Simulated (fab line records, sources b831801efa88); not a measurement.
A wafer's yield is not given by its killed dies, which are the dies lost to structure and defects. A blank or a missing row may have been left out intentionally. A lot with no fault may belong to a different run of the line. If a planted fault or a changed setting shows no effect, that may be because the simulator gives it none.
Chamber matching    flow gf180mcu    4 sister chambers for GF_V2_CMP_04 on cmp-02
The step polishes SiO2. 4 wafers are shown with their chamber, then 8 later ones without.

## WAFERS WITH THEIR CHAMBER
wafer   chamber  motor_current_A (A)
L090.1  1        11.9
L090.2  0        12.7
L090.3  2        12.1
L090.4  3        14.0

## WAFERS MISSING THEIR CHAMBER
wafer   motor_current_A (A)
L090.5  11.0
L090.6  12.8
L093.1  12.7
L093.2  11.6
L093.3  13.0
L093.4  11.7
L093.5  12.5
L093.6  13.6

## THE CHAMBER EACH PASSED THROUGH
wafer   from the rows above           in truth
L090.5  can't be placed: 1 or 2       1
L090.6  can't be placed: 0 or 2       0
L093.1  can't be placed: 0 or 2       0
L093.2  can't be placed: 1 or 2       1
L093.3  can't be placed: 0 or 2 or 3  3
L093.4  can't be placed: 1 or 2       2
L093.5  can't be placed: 0 or 2 or 1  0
L093.6  can't be placed: 3 or 0       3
Correctly placed: 0 of 8. Not placeable from these rows: 8 (in 8, the candidates include the true chamber). Number placed wrongly: 0.
How it was worked out, from the rows above alone: a wafer's distance from a chamber is the root of the sum, over the readings, of the square of ((its reading less the chamber's mean) divided by the reading's scatter). If the next closest chamber is less than 2 further off than the closest, the wafer can't be placed; otherwise it belongs to the closest. Each chamber's mean is taken over the wafers shown for it. The scatter: root of mean squared gap, hidden wafer to nearest shown wafer, with one shown wafer a chamber.
